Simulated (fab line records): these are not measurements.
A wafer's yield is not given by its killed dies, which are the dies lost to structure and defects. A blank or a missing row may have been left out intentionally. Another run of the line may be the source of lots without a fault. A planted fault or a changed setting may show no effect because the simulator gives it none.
2 desks, one fault    flow sky130    each desk has only its own numbers; what lay behind them comes last

METROLOGY DESK
Means of the sampled wafers that have a number, per lot and without regard to the tool the lot ran on: this is what the gauges read. Marked OUT: a lot whose mean sits more than 4 standard deviations from the usual mean, which makes it out of limits; the brackets give that distance.
Columns: A = cd nm at SKY_VIA2_CD_MEAS_12, usual 200.1 nm; B = VIA2_OVL at SKY_VIA2_OVL_MEAS_13, usual 2 nm
lot   first seen here  A      B
L288  day 37 07:50     198.9  6
L301  day 41 07:06     199.5  -4
L305  day 42 15:56     201.2  8
L307  day 42 21:58     200.9  6
L308  day 43 02:28     197.9  -1
Finding of this desk: none of the 5 lots has anything out of limits.

AT THE TOOL OWNER'S DESK: pvd sputter-04
The tool's own readings at SKY_VIA2_SPUTTER_20 (material TiN, target thk 20 nm, time 80 s): means of the sampled wafers that have a number, for each lot that ran on this tool. Marked OUT: a lot whose mean sits more than 4 standard deviations from the usual mean, which makes it out of limits; the brackets give that distance.
Columns: A = chamber pressure pa at SKY_VIA2_SPUTTER_20, usual 5.001 Pa; B = throttle valve pct at SKY_VIA2_SPUTTER_20, usual 29.7 %
lot   first seen here  A                B
L301  day 41 07:58     5.002            29.7
L305  day 42 16:58     5.486 (+51) OUT  28.8
This desk's verdict: out of limits on L305, starting with L305 at day 42 16:58 (chamber pressure pa at SKY_VIA2_SPUTTER_20). L301 stayed within limits.

BROUGHT TOGETHER
An alarm could have come from the tool owner's desk at day 42 16:58, on L305.
From the metrology desk's view, nothing was out of limits.
The metrology desk holds a record of L305, inside its limits.
On pvd sputter-04, each named lot ran SKY_VIA2_SPUTTER_20.

WHAT THE SIMULATOR HAD PUT IN
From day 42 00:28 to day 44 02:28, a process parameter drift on pvd sputter-04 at SKY_VIA2_SPUTTER_20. A move of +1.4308 in setting chamber pressure pa, from 5. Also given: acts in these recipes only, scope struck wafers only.
Lots struck among those shown: L305.
Each desk's first reading out of limits, in hours after the fault started: the tool owner's desk, 16.
